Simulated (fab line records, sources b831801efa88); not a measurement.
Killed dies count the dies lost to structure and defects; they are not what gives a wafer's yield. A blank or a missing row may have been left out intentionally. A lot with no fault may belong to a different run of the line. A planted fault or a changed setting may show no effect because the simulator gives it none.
fab line records -- flow sky130 -- part 2 of 2: steps 26 to 35 of 35
[record] lots = 5, wafers = 15, lastDay = 49
route steps=708 shown VIA2@526 METAL3@532 CAPM@537
lots that met no fault: from a run of the same line without faults
startH: the number of hours between the record's first day and the start of the first shown wafer of the lot -- waitH: hours since the lot's step before -- " unchanged from the row above -- L1.1+2: one row covering several wafers at once -- - no value, or no start was given -- * or withheld: withheld -- < > ~ a bound
route shown NAME@n: a module of which the file shows steps, and the number in the route of the first -- usual: the fault-free wafers' mean and standard deviation -- same: alike in all rows -- chamber/n: place in a boat -- sites: the reading at each site -- _std_site: standard deviation across them -- _edge_site: the outer-site mean with the inner-site mean subtracted -- radiusMm: how far each site lies from the wafer's centre -- mask NAME#n: copy n -- behind: the last tool/chamber to shape the wafer -- hold: what put the lot on hold/how long, in hours/how the hold closed -- device: names the non-switching transistor (n, p or np) -- end of line: the tests these same wafers got at the end of their route -- a step given without rows: its recipe and nothing more -- killed: the dies lost at the first sort to structure and to defects; this is not the yield of the wafer -- map: per-die view of a wafer (x killed, . not killed, _ where there is no die)
set.NAME: the setting as run; set.NAME@STEP: as run at that earlier step -- model.NAME: the simulator's own value behind a step, which no gauge read
certain route steps with their lots: each step a table, each wafer a row
services: a tool's chamber out of use, with start hour (startH, from the record's first day; less than 0 if before it), hours out, and reason
[[steps]]
[step SKY_CAPM_STRIP_14]
[recipe] chemistry = O2/N2, powerW = 1400, pressureMtorr = 1500, platenTempC = withheld, o2FlowSccm = 3000, n2FlowSccm = 300, overashFraction = 0.5
[usual] drypumpMotorCurrentA = 5.6/0.32, oesProductAu = 0.710/0.0046, stripTimeToEndpointS = 12.64/0.053
lot.wafer,tool,chamber,startH,waitH,drypumpMotorCurrentA,oesProductAu,rfHoursCounterH,stripTimeToEndpointS
L077.1,plasmaAsher-02,0,912.92,0.1,5.4,0.704,47,12.65
L077.2,plasmaAsher-02,1,912.92,0.1,6.0,0.712,47,12.63
L077.6,plasmaAsher-02,0,912.92,0.1,5.4,0.715,-,12.63
L080.1,plasmaAsher-04,1,931.12,0.1,5.9,0.714,18,12.55
L080.3,plasmaAsher-04,1,931.12,0.1,5.9,0.711,-,12.54
L080.5,plasmaAsher-04,0,931.12,0.1,5.4,0.710,-,12.67
L089.1,plasmaAsher-04,0,977.17,0.1,5.4,0.704,22,12.57
L089.2,plasmaAsher-04,1,977.17,0.1,5.9,0.715,22,12.53
L089.6,plasmaAsher-04,0,977.17,0.1,5.4,0.717,-,12.55
L091.2,plasmaAsher-02,1,987.63,0.1,6.0,0.708,54,12.69
L091.4,plasmaAsher-02,0,987.63,0.1,5.4,0.711,-,12.64
L091.5,plasmaAsher-02,1,987.63,0.1,6.0,0.711,-,12.67
L093.2,plasmaAsher-04,0,1004.55,0.1,5.4,0.698,25,12.68
L093.4,plasmaAsher-04,0,1004.55,0.1,5.4,0.701,-,12.61
L093.6,plasmaAsher-04,1,1004.55,0.1,5.9,0.709,-,12.60
[step SKY_CAPM_STRIP_15]
[recipe] chemistry = postEtchResidueRemover, timeS = 1200, tempC = 72.5
[usual] bathHeatDutyPct = 14.7/1.4
lot.wafer,tool,chamber,startH,waitH,bathHeatDutyPct
L077.1,wetBench-03,3,913.02,0.1,14.5
L077.2,wetBench-03,3,913.02,0.1,13.7
L077.6,wetBench-03,3,913.02,0.1,15.6
L080.1,wetBench-01,1,931.22,0.1,12.9
L080.3,wetBench-01,1,931.22,0.1,12.8
L080.5,wetBench-01,1,931.22,0.1,12.7
L089.1,wetBench-01,0,977.27,0.1,13.1
L089.2,wetBench-01,0,977.27,0.1,14.6
L089.6,wetBench-01,0,977.27,0.1,15.1
L091.2,wetBench-02,2,987.73,0.1,17.2
L091.4,wetBench-02,2,987.73,0.1,16.7
L091.5,wetBench-02,2,987.73,0.1,16.1
L093.2,wetBench-03,1,1004.65,0.1,14.1
L093.4,wetBench-03,1,1004.65,0.1,14.8
L093.6,wetBench-03,1,1004.65,0.1,15.3
[step SKY_CAPM_CLEAN_16]
[recipe] chemistry = IPA, timeS = 180, tempC = 25
[usual] bathHeatDutyPct = 6.3/0.55
lot.wafer,tool,chamber,startH,waitH,bathHeatDutyPct
L077.1,wetBench-02,0,913.37,0.0,5.9
L077.2,wetBench-02,0,913.37,0.0,6.1
L077.6,wetBench-02,0,913.37,0.0,7.5
L080.1,wetBench-03,0,931.57,0.0,5.4
L080.3,wetBench-03,0,931.57,0.0,5.6
L080.5,wetBench-03,0,931.57,0.0,5.9
L089.1,wetBench-02,1,977.62,0.0,6.0
L089.2,wetBench-02,1,977.62,0.0,6.6
L089.6,wetBench-02,1,977.62,0.0,6.3
L091.2,wetBench-01,2,988.11,0.0,5.2
L091.4,wetBench-01,2,988.11,0.0,6.1
L091.5,wetBench-01,2,988.11,0.0,6.8
L093.2,wetBench-02,2,1004.99,0.0,6.4
L093.4,wetBench-02,2,1004.99,0.0,6.3
L093.6,wetBench-02,2,1004.99,0.0,7.8
[step SKY_CAPM_CLEAN_17]
[recipe] chemistry = O3/DIW, dry = n2Spin
lot.wafer,tool,chamber,startH,waitH
L077.1+2+6,wetBench-01,2,913.42,0.0
L080.1+3+5,wetBench-02,1,931.63,0.0
L089.1+2+6,wetBench-03,2,977.67,0.0
L091.2+4+5,wetBench-02,0,988.16,0.0
L093.2+4+6,wetBench-03,2,1005.06,0.0
[step SKY_METAL3_DEHYDRATE_05]
[recipe] tempC = 200, timeS = 60
[usual] chillPlateTempC = 23.01/0.1
lot.wafer,tool,chamber,startH,waitH,chillPlateTempC
L077.1,lithoTrack-02,0,926.06,12.5,23.11
L077.2,lithoTrack-02,0,926.06,12.5,23.05
L077.6,lithoTrack-02,0,926.06,12.5,23.04
L080.1,lithoTrack-02,0,943.41,11.7,23.05
L080.3,lithoTrack-02,0,943.41,11.7,22.81
L080.5,lithoTrack-02,0,943.41,11.7,22.94
L089.1,lithoTrack-01,0,988.54,10.8,22.87
L089.2,lithoTrack-01,0,988.54,10.8,23.01
L089.6,lithoTrack-01,0,988.54,10.8,22.95
L091.2,lithoTrack-01,0,999.86,11.6,22.91
L091.4,lithoTrack-01,0,999.86,11.6,22.84
L091.5,lithoTrack-01,0,999.86,11.6,23.03
L093.2,lithoTrack-02,0,1015.24,10.1,23.05
L093.4,lithoTrack-02,0,1015.24,10.1,23.14
L093.6,lithoTrack-02,0,1015.24,10.1,23.05
[step SKY_METAL3_HMDS_06]
[recipe] primeTimeS = 60, primeTempC = 120
[usual] chillPlateTempC = 23.00/0.11, primeTempC = 120.01/0.13
lot.wafer,tool,chamber,startH,waitH,chillPlateTempC,primeTempC
L077.1,lithoTrack-02,0,926.21,0.1,23.04,120.07
L077.2,lithoTrack-02,0,926.21,0.1,23.04,119.89
L077.6,lithoTrack-02,0,926.21,0.1,23.02,120.02
L080.1,lithoTrack-02,0,943.56,0.1,23.19,119.89
L080.3,lithoTrack-02,0,943.56,0.1,23.08,119.98
L080.5,lithoTrack-02,0,943.56,0.1,23.18,119.78
L089.1,lithoTrack-01,0,988.69,0.1,23.23,119.93
L089.2,lithoTrack-01,0,988.69,0.1,23.18,119.75
L089.6,lithoTrack-01,0,988.69,0.1,23.04,120.09
L091.2,lithoTrack-01,0,1000.01,0.1,23.01,120.04
L091.4,lithoTrack-01,0,1000.01,0.1,23.09,120.23
L091.5,lithoTrack-01,0,1000.01,0.1,23.03,119.90
L093.2,lithoTrack-02,0,1015.39,0.1,23.15,120.04
L093.4,lithoTrack-02,0,1015.39,0.1,23.15,120.33
L093.6,lithoTrack-02,0,1015.39,0.1,23.06,119.94
[step SKY_METAL3_COAT_07]
[recipe] resist = BARC, tempC = withheld, timeS = withheld, spinRpm = 3000, resistThkNm = 60
[usual] chillPlateTempC = *, dispensePressureKPa = 47.42/0.036
lot.wafer,tool,chamber,startH,waitH,chillPlateTempC,dispensePressureKPa
L077.1,lithoTrack-02,0,926.36,0.1,*,47.38
L077.2,lithoTrack-02,0,926.36,0.1,*,47.39
L077.6,lithoTrack-02,0,926.36,0.1,*,47.38
L080.1,lithoTrack-02,0,943.71,0.1,*,47.41
L080.3,lithoTrack-02,0,943.71,0.1,*,47.40
L080.5,lithoTrack-02,0,943.71,0.1,*,47.38
L089.1,lithoTrack-01,0,988.84,0.1,*,47.39
L089.2,lithoTrack-01,0,988.84,0.1,*,47.39
L089.6,lithoTrack-01,0,988.84,0.1,*,47.41
L091.2,lithoTrack-01,0,1000.16,0.1,*,47.38
L091.4,lithoTrack-01,0,1000.16,0.1,*,47.39
L091.5,lithoTrack-01,0,1000.16,0.1,*,47.38
L093.2,lithoTrack-02,0,1015.54,0.1,*,47.41
L093.4,lithoTrack-02,0,1015.54,0.1,*,47.44
L093.6,lithoTrack-02,0,1015.54,0.1,*,47.34
[step SKY_METAL3_COAT_08]
[recipe] resist = KrF-thick, spinRpm = 3000, resistThkNm = 1140
[usual] chillPlateTempC = 23.02/0.11, dispensePressureKPa = 47.42/0.04
lot.wafer,tool,chamber,startH,waitH,chillPlateTempC,dispensePressureKPa
L077.1,lithoTrack-02,0,-,-,23.09,47.35
L077.2,lithoTrack-02,0,-,-,23.04,47.39
L077.6,lithoTrack-02,0,-,-,23.03,47.38
L080.1,lithoTrack-02,0,-,-,22.82,47.39
L080.3,lithoTrack-02,0,-,-,23.00,47.38
L080.5,lithoTrack-02,0,-,-,22.93,47.38
L089.1,lithoTrack-01,0,-,-,23.14,47.47
L089.2,lithoTrack-01,0,-,-,22.88,47.46
L089.6,lithoTrack-01,0,-,-,22.92,47.45
L091.2,lithoTrack-01,0,-,-,23.06,47.43
L091.4,lithoTrack-01,0,-,-,23.03,47.44
L091.5,lithoTrack-01,0,-,-,22.91,47.47
L093.2,lithoTrack-02,0,-,-,23.12,47.42
L093.4,lithoTrack-02,0,-,-,23.08,47.40
L093.6,lithoTrack-02,0,-,-,23.14,47.40
[step SKY_METAL3_SOFTBAKE_09]
[recipe] tempC = 100, timeS = 90, resist = KrF-thick
[usual] chillPlateTempC = 23.00/0.11
lot.wafer,tool,chamber,startH,waitH,chillPlateTempC
L077.1,lithoTrack-02,0,-,-,23.06
L077.2,lithoTrack-02,0,-,-,22.99
L077.6,lithoTrack-02,0,-,-,23.06
L080.1,lithoTrack-02,0,-,-,22.97
L080.3,lithoTrack-02,0,-,-,22.98
L080.5,lithoTrack-02,0,-,-,23.07
L089.1,lithoTrack-01,0,-,-,23.25
L089.2,lithoTrack-01,0,-,-,23.21
L089.6,lithoTrack-01,0,-,-,23.26
L091.2,lithoTrack-01,0,-,-,22.95
L091.4,lithoTrack-01,0,-,-,23.09
L091.5,lithoTrack-01,0,-,-,22.92
L093.2,lithoTrack-02,0,-,-,23.19
L093.4,lithoTrack-02,0,-,-,23.08
L093.6,lithoTrack-02,0,-,-,22.99
[step SKY_METAL3_EXPOSE_10]
[recipe] maskId = MM3, na = 0.68, sourceShape = annular, sigmaInner = 0.4, sigmaOuter = 0.8, targetCdNm = 300, doseMj = 28
[same] sigmaOuter = 0.8
lot.wafer,tool,chamber,startH,waitH,mask
L077.1+2+6,krfScanner-02,0,-,-,MM3#0
L080.1+3+5,krfScanner-01,0,-,-,MM3#0
L089.1+2+6,krfScanner-01,0,-,-,MM3#0
L091.2+4+5,krfScanner-01,0,-,-,MM3#0
L093.2+4+6,krfScanner-01,0,-,-,MM3#0
[[services]]
tool,chamber,startH,hours,kind
krfScanner-01,-,864.40,0.6,repair
pvdSputter-03,-,865.21,0.6,repair
krfScanner-01,-,865.98,0.8,pm
pvdSputter-01,-,887.20,4.6,repair
pecvd-02,1,889.92,11.3,repair
pvdSputter-04,-,890.47,2.5,repair
wetBench-02,-,892.15,2.8,repair
cvdW-01,-,893.63,1.3,repair
cvdW-01,1,894.20,21.8,repair
ilineStepper-02,-,911.29,1.7,pm
cmp-02,-,912.21,4.0,pm
cmp-02,-,917.57,1.1,repair
ilineStepper-02,-,923.58,2.1,pm
ilineStepper-02,-,926.61,2.8,repair
pecvd-02,-,928.90,2.5,repair
pvdSputter-03,-,939.12,3.3,repair
ilineStepper-02,-,939.91,8.2,repair
wetBench-02,-,949.24,4.4,pm
krfScanner-01,-,962.31,1.0,repair
krfScanner-01,-,963.55,1.0,pm
pvdSputter-01,-,978.97,3.1,repair
pvdSputter-02,-,981.83,1.2,repair
pvdSputter-03,-,1003.83,3.1,repair
krfScanner-01,-,1012.66,1.3,pm
